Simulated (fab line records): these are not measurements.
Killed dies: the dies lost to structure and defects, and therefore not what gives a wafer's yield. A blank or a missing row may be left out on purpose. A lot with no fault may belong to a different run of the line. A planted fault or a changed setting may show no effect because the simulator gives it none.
fab line records | flow sfqLine
[record] lots = 7 wafers = 21 lastDay = 91
route steps=325 shown I6@276 M7@281
lots that met no fault: taken from a fault-free run of the same line
startH: the number of hours between the record's first day and the start of the first shown wafer of the lot | waitH: hours since the lot's step before | " unchanged from the row above | L1.1+2: several wafers, shown together as one row | - either no value or no given start | * or withheld: withheld | < > ~ a bound
route shown NAME@n: NAME is a module with steps in the file, n the number in the route of the first one | usual: average and standard deviation across the fault-free wafers | same: alike in all rows | chamber/n: place in a boat | sites: each site's reading | _std_site: their standard deviation | _edge_site: inner sites' mean taken away from outer sites' mean | radiusMm: for every site, how far away it sits from the centre of the wafer | mask NAME#n: copy n | behind: the last tool/chamber to shape the wafer | hold: the reason the lot was held/the length of the hold in hours/how it ended | device: the transistor (n, p or np) that didn't switch | end of line: the same wafers' tests at the end of the route | step lacking rows: just its recipe | killed: dies that structure and defects cost at the first sort, which is not the same as the wafer's yield | map: per-die view of a wafer (x killed, . not killed, _ where there is no die)
set.NAME: the setting that was run; set.NAME@STEP: the one run at that earlier step | model.NAME: the simulator's own value behind a step, which no gauge read
lots at selected steps of the route; one table per step, one row per wafer
services: when a tool's chamber went out of use (startH, in hours from the record's first day, below 0 if earlier), for how many hours, and the reason
[[steps]]
[step SFQ_I6_OVL_MEAS_942]
[usual] I6_OVL = 0/6
// columns lot.wafer tool chamber startH waitH I6_OVL[nm]
L407.1 overlay-02 - 1798.52 0.1 -13
L407.2 " - " " -9
L407.5 " - " " -8
L419.1 overlay-01 - 1893.60 0.1 4
L419.4 " - " " 0
L419.5 " - " " 1
L422.1 overlay-02 - 1920.12 0.1 6
L422.2 " - " " 3
L422.4 " - " " -1
L423.3 overlay-01 - 1921.33 0.1 4
L423.4 " - " " 2
L423.5 " - " " 1
L424.1 overlay-02 - 1941.72 0.1 -2
L424.2 " - " " -2
L424.5 " - " " -4
L429.4 overlay-01 - 1985.74 0.1 2
L429.5 " - " " 3
L429.6 " - " " 3
L430.2 overlay-01 - 1992.93 0.1 9
L430.4 " - " " 2
L430.6 " - " " 2
[step SFQ_TRILAYER_I6_VIA_BARC_OPEN_VIA_ETCH_235]
[recipe] maskMaterial = PR chemistry = O2 targetDepthNm = 125 target = BARC sourceW = 500 biasW = 80 pressureMtorr = 30 timeS = 41.7
[usual] drypumpMotorCurrentA = 5.6/0.44 oesProductAu = 0.685/0.0046
// columns lot.wafer tool chamber startH waitH drypumpMotorCurrentA oesProductAu rfHoursCounterH
L407.1 rieDiel-04 3 1798.55 0.0 5.7 0.677 20
L407.2 " 2 " " 5.0 0.691 16
L407.5 " 0 " " 5.0 0.681 -
L419.1 rieDiel-04 2 1893.63 0.0 5.0 0.685 17
L419.4 " 0 " " 5.0 0.686 2
L419.5 " 0 " " 5.0 0.683 -
L422.1 rieDiel-02 0 1920.16 0.0 5.1 0.687 22
L422.2 " 3 " " 5.4 0.686 21
L422.4 " 1 " " 6.0 0.681 21
L423.3 rieDiel-04 3 1921.36 0.0 5.7 0.684 1
L423.4 " 0 " " 5.0 0.687 3
L423.5 " 2 " " 5.0 0.679 -
L424.1 rieDiel-01 3 1941.76 0.0 5.9 0.687 11
L424.2 " 1 " " 5.8 0.687 12
L424.5 " 3 " " 5.9 0.685 -
L429.4 rieDiel-02 3 1985.78 0.0 5.4 0.692 -
L429.5 " 0 " " 5.1 0.696 -
L429.6 " 2 " " 6.1 0.687 -
L430.2 rieDiel-04 1 1992.96 0.0 6.0 0.683 2
L430.4 " 3 " " 5.7 0.687 1
L430.6 " 1 " " 6.0 0.683 -
[step SFQ_TRILAYER_I6_VIA_ETCH_VIA_ETCH_172]
[recipe] target = SiO2 stopOn = Nb maskMaterial = PR taperDeg = 20 chemistry = CHF3 targetDepthNm = 260 sourceW = 500 biasW = 80 pressureMtorr = 30 timeS = withheld
[usual] drypumpMotorCurrentA = 5.6/0.43 oesProductAu = 0.855/0.0048
// columns lot.wafer tool chamber startH waitH drypumpMotorCurrentA oesProductAu
L407.1 rieDiel-04 3 1798.59 0.0 5.7 0.861
L407.2 " 2 " " 5.0 0.855
L407.5 " 0 " " 5.0 0.859
L419.1 rieDiel-04 2 1893.67 0.0 5.0 0.856
L419.4 " 0 " " 5.0 0.855
L419.5 " 0 " " 5.0 0.855
L422.1 rieDiel-02 0 1920.20 0.0 5.1 0.851
L422.2 " 3 " " 5.4 0.852
L422.4 " 1 " " 6.0 0.850
L423.3 rieDiel-04 3 1921.40 0.0 5.7 0.858
L423.4 " 0 " " 5.0 0.852
L423.5 " 2 " " 5.0 0.851
L424.1 rieDiel-01 3 1941.80 0.0 5.9 0.853
L424.2 " 1 " " 5.8 0.856
L424.5 " 3 " " 5.9 0.855
L429.4 rieDiel-02 3 1985.86 0.1 5.4 0.845
L429.5 " 0 " " 5.1 0.858
L429.6 " 2 " " 6.1 0.848
L430.2 rieDiel-04 1 1993.00 0.0 6.0 0.854
L430.4 " 3 " " 5.7 0.849
L430.6 " 1 " " 6.0 0.857
[step SFQ_TRILAYER_I6_VIA_STRIP_STRIP_173]
[recipe] gas = O2 powerW = 200 platenTempC = 40 overashFraction = 0.65 chemistry = O2 pressureMtorr = 50
[usual] drypumpMotorCurrentA = 5.9/0.4 oesProductAu = 1.002/0.0071
// columns lot.wafer tool chamber startH waitH drypumpMotorCurrentA oesProductAu rfHoursCounterH
L407.1 rieMetal-01 0 1798.71 - 6.5 1.002 62
L407.2 " 1 " " 5.9 0.993 11
L407.5 " 0 " " 6.5 1.000 -
L419.1 rieMetal-04 1 1893.79 - 5.8 1.005 93
L419.4 " 1 " " 5.8 1.000 -
L419.5 " 1 " " 5.8 1.013 -
L422.1 rieMetal-01 0 1920.31 - 6.4 0.982 80
L422.2 " 1 " " 5.9 1.004 29
L422.4 " 1 " " 5.9 1.011 -
L423.3 rieMetal-03 0 1921.71 - 6.1 1.001 -
L423.4 " 1 " " 6.0 0.997 -
L423.5 " 1 " " 6.0 1.000 -
L424.1 rieMetal-03 1 1941.91 - 6.0 0.996 106
L424.2 " 0 " " 6.1 0.990 11
L424.5 " 0 " " 6.1 1.001 -
L429.4 rieMetal-04 0 1986.11 - 5.1 1.012 -
L429.5 " 1 " " 5.8 1.017 -
L429.6 " 0 " " 5.1 1.004 -
L430.2 rieMetal-04 1 1993.11 - 5.9 1.002 103
L430.4 " 1 " " 5.8 1.002 -
L430.6 " 1 " " 5.8 1.009 -
[step SFQ_TRILAYER_I6_VIA_STRIP_SOLV_CLEAN_174]
[recipe] chemistry = NMP tempC = 70 timeS = 600
[step SFQ_TRILAYER_M7_DEP_PRE_CLEAN_176]
[recipe] gas = Ar timeS = 22.5 biasV = 250
[step SFQ_TRILAYER_M7_DEP_SPUTTER_175]
[recipe] material = Nb basePressurePa = 1.33e-06 chamberPressurePa = 0.1333 substrateTempC = 20 targetThkNm = 200 powerW = 2000 timeS = 133.3
[usual] throttleValvePct = 30.0/1.1
// columns lot.wafer tool chamber startH waitH throttleValvePct
L407.1 pvdSputter-06 - 1799.54 0.0 28.9
L407.2 " - " " 30.4
L407.5 " - " " 28.9
L419.1 pvdSputter-03 - 1894.59 0.0 30.5
L419.4 " - " " 27.8
L419.5 " - " " 27.8
L422.1 pvdSputter-03 - 1921.11 0.0 30.3
L422.2 " - " " 28.0
L422.4 " - " " 30.8
L423.3 pvdSputter-04 - 1922.33 0.0 31.0
L423.4 " - " " 30.0
L423.5 " - " " 31.1
L424.1 pvdSputter-06 - 1942.73 0.0 30.3
L424.2 " - " " 29.4
L424.5 " - " " 30.0
L429.4 pvdSputter-03 - 1986.72 0.0 30.1
L429.5 " - " " 31.8
L429.6 " - " " 30.3
L430.2 pvdSputter-06 - 1993.92 0.0 30.0
L430.4 " - " " 30.3
L430.6 " - " " 29.3
[step SFQ_M7_RS_MEAS_943]
[recipe] thkMeasGauge = four-point-probe reads = Nb_of_TRILAYER_M7_DEP_SPUTTER_175
[usual] M7_NB_RS = 0.890/0.0092
// columns lot.wafer tool chamber startH waitH M7_NB_RS[ohm/sq]
L407.1 filmMetro-01 - 1799.72 0.1 0.889
L407.2 " - " " 0.892
L407.5 " - " " 0.895
L419.1 filmMetro-01 - 1894.68 0.0 0.892
L419.4 " - " " 0.884
L419.5 " - " " 0.877
L422.1 filmMetro-04 - 1921.21 0.0 0.892
L422.2 " - " " 0.885
L422.4 " - " " 0.902
L423.3 filmMetro-02 - 1922.46 0.1 0.885
L423.4 " - " " 0.896
L423.5 " - " " 0.888
L424.1 filmMetro-02 - 1942.82 0.0 0.889
L424.2 " - " " 0.881
L424.5 " - " " 0.889
L429.4 filmMetro-02 - 1986.87 0.1 0.871
L429.5 " - " " 0.876
L429.6 " - " " 0.876
L430.2 filmMetro-02 - 1994.03 0.1 0.889
L430.4 " - " " 0.892
L430.6 " - " " 0.895
[step SFQ_TRILAYER_M7_LITHO_COAT_182]
[recipe] resist = BARC spinRpm = 2956 resistThkNm = 62
[step SFQ_TRILAYER_M7_LITHO_COAT_177]
[recipe] resist = KrF spinRpm = 3000 resistThkNm = 600
[step SFQ_TRILAYER_M7_LITHO_SOFTBAKE_181]
[recipe] tempC = withheld timeS = withheld resist = KrF
[step SFQ_TRILAYER_M7_LITHO_EXPOSE_178]
[recipe] maskId = M7 na = 0.6 sourceShape = conventional sigmaOuter = 0.65 targetCdNm = 500 doseMj = 14.4
// columns lot.wafer tool chamber startH waitH mask model.M7.overlayXNm
L407.1+2+5 krfScanner-02 0 1899.30 - M7#0 0.9151
L419.1+4+5 krfScanner-01 0 1998.63 - M7#0 5.575
L422.1+2+4 krfScanner-02 0 2024.82 - M7#0 112.8
L423.3+4+5 krfScanner-02 0 2026.42 - M7#0 121.9
L424.1+2+5 krfScanner-02 0 2046.42 - M7#0 125.8
L429.4+5+6 krfScanner-01 0 2080.48 - M7#0 5.713
L430.2+4+6 krfScanner-01 0 2087.28 - M7#0 -3.353
[step SFQ_TRILAYER_M7_LITHO_PEB_180]
[recipe] pebTempC = 115 pebTimeS = 60 resist = KrF
[step SFQ_TRILAYER_M7_LITHO_DEVELOP_179]
[recipe] timeS = 60 resist = KrF
[step SFQ_M7_OVL_MEAS_945]
[usual] M7_OVL = 0/5.4
// columns lot.wafer tool chamber startH waitH M7_OVL[nm]
L407.1 overlay-02 - 1900.80 0.1 2
L407.2 " - " " -1
L407.5 " - " " 0
L419.1 overlay-02 - 2000.13 0.1 12
L419.4 " - " " 5
L419.5 " - " " 6
L422.1 overlay-02 - 2026.32 0.1 115
L422.2 " - " " 121
L422.4 " - " " 117
L423.3 overlay-01 - 2027.54 0.1 110
L423.4 " - " " 113
L423.5 " - " " 119
L424.1 overlay-01 - 2047.92 0.1 118
L424.2 " - " " 118
L424.5 " - " " 114
L429.4 overlay-02 - 2081.40 0.1 2
L429.5 " - " " 4
L429.6 " - " " 3
L430.2 overlay-02 - 2088.59 0.1 4
L430.4 " - " " 4
L430.6 " - " " 2
[step SFQ_TRILAYER_M7_BARC_OPEN_METAL_ETCH_229]
[recipe] maskMaterial = PR chemistry = O2 targetDepthNm = 125 target = BARC icpW = 600 biasW = 80 pressureMtorr = 10 timeS = 41.7
[usual] drypumpMotorCurrentA = 5.9/0.47 oesProductAu = 0.687/0.0045
// columns lot.wafer tool chamber startH waitH drypumpMotorCurrentA oesProductAu rfHoursCounterH
L407.1 rieMetal-02 0 1900.83 0.0 6.3 0.697 57
L407.2 " 1 " " 5.4 0.683 62
L407.5 " 0 " " 6.3 0.687 -
L419.1 rieMetal-04 0 2000.16 0.0 5.1 0.681 42
L419.4 " 0 " " 5.1 0.679 -
L419.5 " 0 " " 5.1 0.691 -
L422.1 rieMetal-04 0 2026.36 0.0 5.1 0.694 44
L422.2 " 1 " " 5.8 0.687 107
L422.4 " 1 " " 5.8 0.690 -
L423.3 rieMetal-02 1 2027.58 0.0 5.5 0.678 -
L423.4 " 0 " " 6.3 0.678 -
L423.5 " 1 " " 5.4 0.690 -
L424.1 rieMetal-02 0 2047.96 0.0 6.3 0.683 74
L424.2 " 1 " " 5.5 0.683 75
L424.5 " 0 " " 6.3 0.686 -
L429.4 rieMetal-02 1 2081.44 0.0 5.4 0.689 -
L429.5 " 0 " " 6.3 0.694 -
L429.6 " 1 " " 5.4 0.686 -
L430.2 rieMetal-04 1 2088.62 0.0 5.8 0.697 113
L430.4 " 1 " " 5.8 0.691 -
L430.6 " 1 " " 5.8 0.683 -
[[services]]
// columns tool chamber startH hours kind
krfScanner-02 - 1777.07 0.8 pm
rieDiel-02 - 1787.08 2.8 pm
krfScanner-02 - 1851.46 2.3 repair
krfScanner-02 - 1857.43 1.0 pm
rieMetal-02 - 1860.15 0.3 repair
rieDiel-04 1 1872.64 1.8 repair
krfScanner-02 - 1916.10 1.3 pm
krfScanner-02 - 1916.90 3.7 repair
rieDiel-02 0 1941.64 8.5 repair
rieMetal-02 - 1943.66 0.6 repair
krfScanner-02 - 1946.35 0.8 pm
krfScanner-02 - 1950.14 6.3 repair
rieDiel-02 1 1953.35 4.9 repair
rieDiel-02 0 1953.53 16.2 repair
krfScanner-02 - 1974.32 0.5 repair
rieMetal-02 1 1987.41 16.4 repair
rieDiel-02 0 2005.07 12.8 repair
rieDiel-02 2 2006.78 2.9 repair
rieMetal-04 0 2014.91 3.7 repair
rieDiel-02 - 2022.15 0.9 repair
rieMetal-04 - 2033.06 1.3 repair
rieDiel-02 0 2043.22 4.0 repair
krfScanner-02 - 2056.02 1.0 pm
rieMetal-04 1 2059.49 8.6 repair
[[key]]
[firstSign] step = SFQ_M7_OVL_MEAS_945 reading = M7_OVL direction = up sigmas = 21 usual = 0 struck = 116
effect none on later readings
[modelEffect] step = SFQ_TRILAYER_M7_LITHO_EXPOSE_178 value = M7.overlayXNm without = -1.971 struck = 120.2
metAt SFQ_TRILAYER_M7_LITHO_EXPOSE_178
struckWafers L422.1,L422.2,L422.4,L423.3,L423.4,L423.5,L424.1,L424.2,L424.5
[fault] kind = scannerMatchingOverlay tool = krfScanner-02 chamber = - onsetH = 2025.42 steps = SFQ_TRILAYER_M7_LITHO_EXPOSE_178 offset = 122.16
